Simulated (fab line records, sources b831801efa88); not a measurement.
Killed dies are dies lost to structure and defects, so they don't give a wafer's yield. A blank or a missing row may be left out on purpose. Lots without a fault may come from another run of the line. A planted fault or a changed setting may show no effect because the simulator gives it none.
fab line records | flow gf180mcu
record lots=24 wafers=72 last_day=34
route steps=602 shown M4@470 V4@499 MIM@506
lots that met no fault: from a run of the same line without faults
start_h: hours from the record's first day to the start of the lot's first wafer shown | wait_h: hours since the lot's step before | " the same as in the row above | L1.1+2: a row that stands for several wafers | - no value, or no start given | * or withheld: withheld | < > ~ a bound
route shown NAME@n: a module of which the file shows steps, and the number in the route of the first | usual: mean/standard deviation of fault-free wafers | same: alike in all rows | chamber/n: place in a boat | sites: the reading at each site | _std_site: their standard deviation | _edge_site: outer sites' mean less inner sites' | radius_mm: how far each site lies from the wafer's centre | mask NAME#n: copy n | behind: the tool/chamber that last shaped the wafer | hold: why the lot was held/for how many hours/how that ended | device: the transistor (n, p or np) that didn't switch | end of line: the same wafers' tests at the end of the route | a step without rows: its recipe alone | killed: dies lost to structure and defects at the first sort, not the wafer's yield | map: a wafer's dies, x killed, . not, _ none there
set.NAME: the setting as run; set.NAME@STEP: as run at that earlier step | model.NAME: the simulator's own value behind a step, which no gauge read
steps of the route over a sample of lots; a table a step, a row a wafer
services: from which hour (start_h, from the record's first day; less than 0 if before it) a tool's chamber was out of use, for how many hours, and why
## steps
# step GF_M4_CD_MEAS_14
# recipe target_cd_nm=280
# usual cd_nm=280.1/1.4
# columns lot.wafer tool chamber start_h wait_h cd_nm
L074.2 cd_sem-01 - 527.91 0.1 280.9
L074.4 " - " " 281.6
L074.6 " - " " 280.8
L075.2 cd_sem-02 - 543.78 0.1 280.6
L075.3 " - " " 280.2
L075.6 " - " " 281.1
L076.1 cd_sem-01 - 545.41 0.1 279.8
L076.2 " - " " 280.6
L076.5 " - " " 280.9
L077.1 cd_sem-02 - 556.76 0.1 278.7
L077.4 " - " " 279.6
L077.6 " - " " 279.0
L078.3 cd_sem-01 - 567.55 0.1 281.5
L078.4 " - " " 281.3
L078.6 " - " " 280.1
L079.3 cd_sem-01 - 576.25 0.1 279.2
L079.5 " - " " 278.2
L079.6 " - " " 277.9
L080.3 cd_sem-02 - 581.10 0.1 280.6
L080.4 " - " " 279.7
L080.6 " - " " 279.8
L081.2 cd_sem-02 - 596.58 0.1 280.3
L081.5 " - " " 280.1
L081.6 " - " " 280.5
L082.1 cd_sem-02 - 597.21 0.1 277.4
L082.2 " - " " 277.1
L082.5 " - " " 276.6
L083.2 cd_sem-01 - 611.13 0.1 282.2
L083.3 " - " " 282.7
L083.4 " - " " 283.4
L084.1 cd_sem-01 - 616.81 0.1 279.0
L084.3 " - " " 279.2
L084.5 " - " " 279.6
L085.1 cd_sem-02 - 630.24 0.1 281.2
L085.2 " - " " 280.8
L085.5 " - " " 280.9
L086.3 cd_sem-01 - 631.40 0.1 279.8
L086.4 " - " " 277.9
L086.5 " - " " 278.6
L087.1 cd_sem-02 - 643.91 0.1 280.1
L087.3 " - " " 279.7
L087.5 " - " " 281.0
L088.1 cd_sem-01 - 650.21 0.1 278.3
L088.4 " - " " 279.0
L088.6 " - " " 277.8
L089.1 cd_sem-02 - 660.26 0.1 281.3
L089.5 " - " " 280.1
L089.6 " - " " 280.4
L090.2 cd_sem-01 - 674.13 0.1 279.1
L090.3 " - " " 278.7
L090.5 " - " " 278.7
L091.2 cd_sem-02 - 682.88 0.1 282.2
L091.4 " - " " 281.2
L091.6 " - " " 281.6
L092.2 cd_sem-01 - 688.63 0.1 280.6
L092.4 " - " " 282.2
L092.6 " - " " 280.9
L093.3 cd_sem-02 - 690.58 0.1 280.8
L093.4 " - " " 280.4
L093.6 " - " " 280.8
L094.2 cd_sem-01 - 693.98 0.2 281.3
L094.4 " - " " 281.3
L094.5 " - " " 280.4
L095.1 cd_sem-01 - 696.89 0.1 280.7
L095.2 " - " " 281.4
L095.3 " - " " 282.1
L096.4 cd_sem-02 - 703.97 0.1 278.8
L096.5 " - " " 277.8
L096.6 " - " " 278.4
L097.1 cd_sem-01 - 712.94 0.1 279.8
L097.3 " - " " 280.6
L097.5 " - " " 279.4
# step GF_V4_CVD_23
# recipe material=W target_thk_nm=350 time_s=104.9 temp_c=400 pressure_torr=40
# usual heater_power_w=806/61
# columns lot.wafer tool chamber start_h wait_h heater_power_w
L074.2 cvd_w-01 0 552.46 0.0 919
L074.4 " 0 " " 915
L074.6 " 1 " " 795
L075.2 cvd_w-01 1 567.59 0.0 789
L075.3 " 0 " " 901
L075.6 " 1 " " 789
L076.1 cvd_w-01 0 569.72 0.0 920
L076.2 " 1 " " 784
L076.5 " 1 " " 800
L077.1 cvd_w-02 0 581.37 0.0 777
L077.4 " 1 " " 771
L077.6 " 1 " " 781
L078.3 cvd_w-02 1 590.72 0.1 769
L078.4 " 0 " " 775
L078.6 " 1 " " 732
L079.3 cvd_w-01 1 601.19 0.1 800
L079.5 " 1 " " 802
L079.6 " 0 " " 927
L080.3 cvd_w-02 0 605.02 0.1 777
L080.4 " 1 " " 770
L080.6 " 1 " " 771
L081.2 cvd_w-02 0 619.91 0.0 765
L081.5 " 1 " " 737
L081.6 " 0 " " 776
L082.1 cvd_w-01 0 620.51 0.0 925
L082.2 " 1 " " 788
L082.5 " 1 " " 823
L083.2 cvd_w-01 0 634.36 0.0 915
L083.3 " 1 " " 821
L083.4 " 0 " " 919
L084.1 cvd_w-01 0 639.26 0.0 919
L084.3 " 0 " " 907
L084.5 " 1 " " 795
L085.1 cvd_w-02 1 652.13 0.0 769
L085.2 " 0 " " 780
L085.5 " 0 " " 761
L086.3 cvd_w-02 0 652.85 0.1 790
L086.4 " 1 " " 764
L086.5 " 1 " " 774
L087.1 cvd_w-01 0 665.24 0.0 916
L087.3 " 1 " " 820
L087.5 " 1 " " 793
L088.1 cvd_w-01 0 671.22 0.0 936
L088.4 " 1 " " 804
L088.6 " 0 " " 931
L089.1 cvd_w-02 1 682.21 0.0 772
L089.5 " 0 " " 776
L089.6 " 1 " " 773
L090.2 cvd_w-02 1 694.79 0.0 777
L090.3 " 0 " " 764
L090.5 " 0 " " 750
L091.2 cvd_w-02 0 703.92 0.0 772
L091.4 " 1 " " 771
L091.6 " 1 " " 764
L092.2 cvd_w-02 0 708.98 0.0 786
L092.4 " 0 " " 770
L092.6 " 0 " " 780
L093.3 cvd_w-02 0 711.55 0.1 773
L093.4 " 1 " " 772
L093.6 " 0 " " 751
L094.2 cvd_w-02 1 714.28 0.0 765
L094.4 " 1 " " 751
L094.5 " 1 " " 754
L095.1 cvd_w-02 1 717.22 0.0 767
L095.2 " 0 " " 780
L095.3 " 1 " " 757
L096.4 cvd_w-01 0 723.62 0.1 942
L096.5 " 0 " " 913
L096.6 " 1 " " 801
L097.1 cvd_w-02 1 732.76 0.0 771
L097.3 " 0 " " 766
L097.5 " 0 " " 782
# step GF_V4_RS_MEAS_24
# recipe thk_meas_gauge=four-point-probe reads=W_of_V4_CVD_23+TiN_of_V4_SPUTTER_22+Ti_of_V4_SPUTTER_21
# usual V4_W_RS=0.327/0.0042
# columns lot.wafer tool chamber start_h wait_h V4_W_RS[ohm/sq]
L074.2 film_metro-01 - 552.60 0.1 0.321
L074.4 " - " " 0.324
L074.6 " - " " 0.335
L075.2 film_metro-03 - 567.72 0.1 0.331
L075.3 " - " " 0.325
L075.6 " - " " 0.335
L076.1 film_metro-01 - 569.83 0.1 0.323
L076.2 " - " " 0.327
L076.5 " - " " 0.332
L077.1 film_metro-04 - 581.48 0.1 0.337
L077.4 " - " " 0.328
L077.6 " - " " 0.334
L078.3 film_metro-01 - 590.83 0.1 0.329
L078.4 " - " " 0.327
L078.6 " - " " 0.328
L079.3 film_metro-04 - 601.31 0.1 0.324
L079.5 " - " " 0.331
L079.6 " - " " 0.318
L080.3 film_metro-01 - 605.14 0.1 0.330
L080.4 " - " " 0.328
L080.6 " - " " 0.326
L081.2 film_metro-03 - 620.05 0.1 0.329
L081.5 " - " " 0.326
L081.6 " - " " 0.327
L082.1 film_metro-04 - 620.63 0.1 0.320
L082.2 " - " " 0.326
L082.5 " - " " 0.329
L083.2 film_metro-01 - 634.49 0.1 0.318
L083.3 " - " " 0.331
L083.4 " - " " 0.323
L084.1 film_metro-03 - 639.37 0.1 0.322
L084.3 " - " " 0.323
L084.5 " - " " 0.327
L085.1 film_metro-03 - 652.24 0.1 0.329
L085.2 " - " " 0.331
L085.5 " - " " 0.335
L086.3 film_metro-04 - 652.96 0.1 0.324
L086.4 " - " " 0.323
L086.5 " - " " 0.325
L087.1 film_metro-01 - 665.36 0.1 0.318
L087.3 " - " " 0.325
L087.5 " - " " 0.326
L088.1 film_metro-03 - 671.33 0.1 0.329
L088.4 " - " " 0.336
L088.6 " - " " 0.329
L089.1 film_metro-03 - 682.32 0.1 0.325
L089.5 " - " " 0.329
L089.6 " - " " 0.327
L090.2 film_metro-03 - 694.92 0.1 0.323
L090.3 " - " " 0.326
L090.5 " - " " 0.330
L091.2 film_metro-01 - 704.05 0.1 0.325
L091.4 " - " " 0.327
L091.6 " - " " 0.328
L092.2 film_metro-03 - 709.11 0.1 0.326
L092.4 " - " " 0.325
L092.6 " - " " 0.327
L093.3 film_metro-03 - 711.66 0.1 0.332
L093.4 " - " " 0.333
L093.6 " - " " 0.330
L094.2 film_metro-01 - 714.41 0.1 0.322
L094.4 " - " " 0.326
L094.5 " - " " 0.324
L095.1 film_metro-04 - 717.33 0.1 0.328
L095.2 " - " " 0.331
L095.3 " - " " 0.327
L096.4 film_metro-04 - 723.75 0.1 0.323
L096.5 " - " " 0.323
L096.6 " - " " 0.333
L097.1 film_metro-03 - 732.87 0.1 0.326
L097.3 " - " " 0.328
L097.5 " - " " 0.329
# step GF_V4_THK_MEAS_25
# recipe thk_meas_gauge=xrf reads=W_of_V4_CVD_23
# usual V4_W_THK=353/5.1
# columns lot.wafer tool chamber start_h wait_h V4_W_THK[nm]
L074.2 film_metro-01 - 552.71 0.1 359
L074.4 " - " " 356
L074.6 " - " " 343
L075.2 film_metro-03 - 567.83 0.1 354
L075.3 " - " " 359
L075.6 " - " " 350
L076.1 film_metro-01 - 569.95 0.1 357
L076.2 " - " " 354
L076.5 " - " " 349
L077.1 film_metro-04 - 581.60 0.1 344
L077.4 " - " " 353
L077.6 " - " " 346
L078.3 film_metro-01 - 590.93 0.1 352
L078.4 " - " " 354
L078.6 " - " " 354
L079.3 film_metro-04 - 601.41 0.1 358
L079.5 " - " " 350
L079.6 " - " " 361
L080.3 film_metro-01 - 605.24 0.1 349
L080.4 " - " " 352
L080.6 " - " " 356
L081.2 film_metro-03 - 620.16 0.1 353
L081.5 " - " " 355
L081.6 " - " " 353
L082.1 film_metro-04 - 620.75 0.1 358
L082.2 " - " " 354
L082.5 " - " " 349
L083.2 film_metro-01 - 634.60 0.1 365
L083.3 " - " " 352
L083.4 " - " " 361
L084.1 film_metro-03 - 639.49 0.1 361
L084.3 " - " " 358
L084.5 " - " " 356
L085.1 film_metro-03 - 652.36 0.1 352
L085.2 " - " " 352
L085.5 " - " " 345
L086.3 film_metro-04 - 653.06 0.1 355
L086.4 " - " " 356
L086.5 " - " " 355
L087.1 film_metro-01 - 665.48 0.1 365
L087.3 " - " " 360
L087.5 " - " " 359
L088.1 film_metro-03 - 671.45 0.1 352
L088.4 " - " " 344
L088.6 " - " " 353
L089.1 film_metro-03 - 682.44 0.1 359
L089.5 " - " " 354
L089.6 " - " " 358
L090.2 film_metro-03 - 695.03 0.1 360
L090.3 " - " " 355
L090.5 " - " " 352
L091.2 film_metro-01 - 704.16 0.1 350
L091.4 " - " " 347
L091.6 " - " " 347
L092.2 film_metro-03 - 709.22 0.1 355
L092.4 " - " " 356
L092.6 " - " " 353
L093.3 film_metro-03 - 711.76 0.1 347
L093.4 " - " " 346
L093.6 " - " " 351
L094.2 film_metro-01 - 714.52 0.1 355
L094.4 " - " " 349
L094.5 " - " " 351
L095.1 film_metro-04 - 717.45 0.1 349
L095.2 " - " " 347
L095.3 " - " " 351
L096.4 film_metro-04 - 723.84 0.1 360
L096.5 " - " " 359
L096.6 " - " " 346
L097.1 film_metro-03 - 732.99 0.1 357
L097.3 " - " " 354
L097.5 " - " " 352
# step GF_MIM_SPUTTER_03
# recipe material=Ti target_thk_nm=10 substrate_temp_c=300 chamber_pressure_pa=0.3 power_w=3000 time_s=6.7
# usual throttle_valve_pct=29.5/1.1
# columns lot.wafer tool chamber start_h wait_h throttle_valve_pct
L074.2 pvd_sputter-02 - 553.22 0.0 29.1
L074.4 " - " " 27.9
L074.6 " - " " 29.1
L075.2 pvd_sputter-02 - 568.34 0.0 30.1
L075.3 " - " " 29.6
L075.6 " - " " 29.9
L076.1 pvd_sputter-02 - 570.47 0.0 29.4
L076.2 " - " " 29.9
L076.5 " - " " 27.5
L077.1 pvd_sputter-01 - 582.12 0.0 29.1
L077.4 " - " " 28.9
L077.6 " - " " 30.7
L078.3 pvd_sputter-04 - 591.43 0.0 31.2
L078.4 " - " " 28.3
L078.6 " - " " 28.1
L079.3 pvd_sputter-04 - 601.91 0.0 28.7
L079.5 " - " " 28.6
L079.6 " - " " 28.8
L080.3 pvd_sputter-01 - 605.74 0.0 28.6
L080.4 " - " " 30.9
L080.6 " - " " 28.6
L081.2 pvd_sputter-02 - 620.67 0.0 29.0
L081.5 " - " " 29.4
L081.6 " - " " 30.2
L082.1 pvd_sputter-01 - 621.27 0.0 30.8
L082.2 " - " " 29.1
L082.5 " - " " 30.7
L083.2 pvd_sputter-01 - 635.27 0.0 30.7
L083.3 " - " " 30.9
L083.4 " - " " 28.8
L084.1 pvd_sputter-04 - 640.01 0.0 28.5
L084.3 " - " " 27.8
L084.5 " - " " 30.9
L085.1 pvd_sputter-01 - 652.88 0.0 31.1
L085.2 " - " " 29.0
L085.5 " - " " 30.9
L086.3 pvd_sputter-01 - 653.56 0.0 29.1
L086.4 " - " " 31.3
L086.5 " - " " 31.2
L087.1 pvd_sputter-01 - 666.00 0.0 28.9
L087.3 " - " " 31.3
L087.5 " - " " 30.6
L088.1 pvd_sputter-01 - 671.97 0.0 29.1
L088.4 " - " " 30.5
L088.6 " - " " 31.0
L089.1 pvd_sputter-01 - 682.97 0.0 28.5
L089.5 " - " " 30.9
L089.6 " - " " 29.0
L090.2 pvd_sputter-04 - 695.80 0.0 28.5
L090.3 " - " " 31.2
L090.5 " - " " 31.0
L091.2 pvd_sputter-02 - 704.67 0.0 30.2
L091.4 " - " " 29.3
L091.6 " - " " 27.9
L092.2 pvd_sputter-02 - 709.73 0.0 29.9
L092.4 " - " " 29.5
L092.6 " - " " 29.7
L093.3 pvd_sputter-01 - 712.29 0.0 28.8
L093.4 " - " " 31.1
L093.6 " - " " 31.1
L094.2 pvd_sputter-04 - 715.03 0.0 28.5
L094.4 " - " " 28.6
L094.5 " - " " 28.0
L095.1 pvd_sputter-01 - 717.97 0.0 28.9
L095.2 " - " " 31.2
L095.3 " - " " 28.6
L096.4 pvd_sputter-02 - 724.33 0.0 29.9
L096.5 " - " " 29.3
L096.6 " - " " 30.1
L097.1 pvd_sputter-02 - 733.51 0.0 30.1
L097.3 " - " " 29.2
L097.5 " - " " 29.2
# step GF_MIM_STRIP_20
# recipe chemistry=O2/N2 power_w=1400 pressure_mtorr=1500 platen_temp_c=250 o2_flow_sccm=3000 n2_flow_sccm=300 overash_fraction=0.5
# usual chamber_pressure_mTorr=1500.0/1.3 drypump_motor_current_A=5.9/0.3 heater_power_w=340/35 o2_flow_sccm=3000/8.3 oes_product_au=0.691/0.005 strip_time_to_endpoint_s=11.20/0.04
# columns lot.wafer tool chamber start_h wait_h chamber_pressure_mTorr drypump_motor_current_A heater_power_w o2_flow_sccm oes_product_au rf_hours_counter_h strip_time_to_endpoint_s
L074.2 plasma_asher-03 1 575.11 0.0 1501.3 6.1 329 3002 0.698 78 11.18
L074.4 " 0 " " 1499.6 5.3 356 3004 0.690 - 11.19
L074.6 " 0 " " 1498.5 5.3 370 2989 0.691 - 11.26
L075.2 plasma_asher-04 1 589.28 0.0 1498.8 6.0 319 2999 0.684 96 11.20
L075.3 " 0 " " 1501.7 6.2 425 2995 0.688 - 11.20
L075.6 " 1 " " 1499.1 6.1 317 3009 0.693 - 11.22
L076.1 plasma_asher-02 1 592.28 0.0 1499.1 6.1 314 3003 0.701 50 11.22
L076.2 " 0 " " 1502.0 5.9 316 3000 0.689 50 11.22
L076.5 " 1 " " 1498.9 6.1 309 3013 0.696 - 11.18
L077.1 plasma_asher-02 1 603.21 0.0 1500.8 6.1 309 3006 0.692 51 11.10
L077.4 " 1 " " 1499.8 6.1 311 2991 0.698 - 11.17
L077.6 " 0 " " 1498.3 5.9 317 3002 0.693 - 11.16
L078.3 plasma_asher-02 0 612.37 0.1 1498.6 5.9 314 2998 0.699 - 11.26
L078.4 " 1 " " 1497.7 6.1 309 3002 0.687 - 11.26
L078.6 " 0 " " 1502.1 5.9 300 2997 0.690 - 11.29
L079.3 plasma_asher-04 0 622.90 0.1 1500.4 6.3 415 2999 0.695 - 11.19
L079.5 " 1 " " 1500.7 6.1 323 3014 0.687 - 11.24
L079.6 " 0 " " 1500.7 6.3 415 2990 0.682 - 11.17
L080.3 plasma_asher-04 1 626.55 0.1 1500.5 6.0 317 3002 0.695 - 11.26
L080.4 " 0 " " 1500.4 6.2 414 3004 0.694 - 11.20
L080.6 " 0 " " 1498.7 6.2 405 2995 0.699 - 11.25
L081.2 plasma_asher-03 0 641.98 0.0 1499.5 5.3 355 2997 0.690 84 11.15
L081.5 " 0 " " 1500.5 5.3 358 2995 0.686 - 11.14
L081.6 " 1 " " 1499.8 6.1 335 3005 0.688 - 11.20
L082.1 plasma_asher-04 1 642.36 0.0 1501.7 6.1 314 2988 0.694 101 11.20
L082.2 " 0 " " 1500.9 6.3 407 2996 0.695 101 11.18
L082.5 " 1 " " 1500.5 6.1 318 3011 0.694 - 11.21
L083.2 plasma_asher-03 0 655.01 0.0 1500.7 5.3 355 3002 0.695 86 11.29
L083.3 " 0 " " 1499.4 5.3 361 3010 0.693 - 11.19
L083.4 " 1 " " 1499.4 6.1 327 3006 0.688 - 11.27
L084.1 plasma_asher-03 0 659.45 0.1 1498.7 5.3 361 3004 0.689 86 11.22
L084.3 " 1 " " 1501.5 6.1 346 3000 0.693 - 11.21
L084.5 " 1 " " 1500.6 6.1 343 2999 0.691 - 11.21
L085.1 plasma_asher-02 0 672.36 0.0 1500.0 5.9 317 2986 0.692 59 11.16
L085.2 " 1 " " 1500.9 6.1 311 2997 0.690 59 11.15
L085.5 " 0 " " 1503.4 5.9 316 2982 0.690 - 11.15
L086.3 plasma_asher-03 0 673.04 0.1 1499.0 5.3 362 2991 0.686 - 11.22
L086.4 " 1 " " 1500.8 6.1 330 3006 0.693 - 11.21
L086.5 " 1 " " 1499.1 6.1 331 3008 0.690 - 11.17
L087.1 plasma_asher-02 1 684.48 0.0 1499.8 6.1 310 2995 0.692 61 11.23
L087.3 " 1 " " 1501.1 6.1 306 3002 0.689 - 11.20
L087.5 " 0 " " 1500.9 5.9 317 2976 0.700 - 11.23
L088.1 plasma_asher-04 0 691.36 0.0 1498.9 6.2 396 2994 0.689 104 11.21
L088.4 " 0 " " 1500.4 6.2 424 2996 0.677 - 11.18
L088.6 " 1 " " 1499.3 6.0 321 3006 0.686 - 11.15
L089.1 plasma_asher-04 1 700.58 0.1 1501.5 6.1 326 3004 0.691 105 11.18
L089.5 " 1 " " 1500.6 6.1 322 3013 0.688 - 11.17
L089.6 " 0 " " 1499.3 6.2 406 3004 0.690 - 11.15
L090.2 plasma_asher-03 1 714.03 0.0 1499.4 6.1 327 2999 0.696 93 11.26
L090.3 " 0 " " 1499.7 5.3 365 2999 0.690 - 11.25
L090.5 " 0 " " 1500.5 5.3 366 3016 0.702 - 11.26
L091.2 plasma_asher-02 1 722.26 0.0 1498.9 6.1 308 3000 0.689 65 11.19
L091.4 " 1 " " 1500.4 6.1 322 2986 0.693 - 11.18
L091.6 " 1 " " 1501.0 6.1 314 2993 0.691 - 11.20
L092.2 plasma_asher-02 1 727.33 0.0 1501.5 6.1 317 3002 0.686 66 11.14
L092.4 " 1 " " 1500.3 6.1 310 3013 0.687 - 11.21
L092.6 " 1 " " 1499.6 6.1 310 3001 0.689 - 11.13
L093.3 plasma_asher-04 0 729.87 0.1 1499.5 6.3 414 2990 0.690 - 11.19
L093.4 " 1 " " 1500.4 6.1 318 2985 0.696 - 11.21
L093.6 " 0 " " 1499.7 6.3 412 2985 0.685 - 11.19
L094.2 plasma_asher-02 0 732.61 0.0 1500.0 5.9 313 3000 0.696 66 11.18
L094.4 " 1 " " 1500.8 6.1 311 3004 0.692 - 11.11
L094.5 " 0 " " 1500.8 5.9 309 2993 0.703 - 11.16
L095.1 plasma_asher-03 1 736.21 0.0 1499.9 6.1 332 2988 0.691 96 11.28
L095.2 " 0 " " 1497.9 5.3 363 2992 0.693 96 11.24
L095.3 " 1 " " 1500.3 6.1 338 3003 0.688 - 11.26
L096.4 plasma_asher-02 0 741.59 0.1 1501.3 5.9 328 2993 0.691 - 11.21
L096.5 " 0 " " 1499.5 5.9 309 3008 0.690 - 11.14
L096.6 " 1 " " 1497.8 6.1 316 3006 0.692 - 11.15
L097.1 plasma_asher-03 0 750.92 0.1 1501.6 5.3 358 2991 0.688 98 11.17
L097.3 " 1 " " 1497.8 6.0 338 3017 0.690 - 11.17
L097.5 " 0 " " 1499.2 5.3 362 3001 0.691 - 11.16
## services
# columns tool chamber start_h hours kind
pvd_sputter-02 0 534.42 - consumable_replace:kit
pvd_sputter-02 0 534.42 18.0 scheduled_down
cvd_w-02 - 546.93 6.0 pm
pvd_sputter-04 - 552.83 0.6 repair
pvd_sputter-04 - 579.72 5.8 repair
cvd_w-01 - 581.31 14.6 pm
pvd_sputter-01 2 581.52 - consumable_replace:kit
pvd_sputter-01 2 581.52 18.0 scheduled_down
pvd_sputter-01 2 581.52 18.0 vent_cycle
plasma_asher-03 - 599.94 0.8 repair
plasma_asher-03 - 603.95 2.8 pm
cvd_w-02 - 607.56 0.8 repair
pvd_sputter-01 - 608.71 7.4 repair
pvd_sputter-04 - 618.03 2.0 repair
pvd_sputter-01 - 647.86 1.0 repair
cvd_w-02 - 662.66 1.0 repair
plasma_asher-04 - 663.43 15.1 pm
pvd_sputter-02 - 666.11 0.9 repair
pvd_sputter-01 - 666.15 2.7 repair
pvd_sputter-02 - 697.17 0.5 repair
cvd_w-02 - 724.80 2.8 pm
plasma_asher-04 - 733.75 9.0 pm
pvd_sputter-02 - 744.08 6.6 repair
plasma_asher-02 - 749.46 8.3 repair
## key
fault none
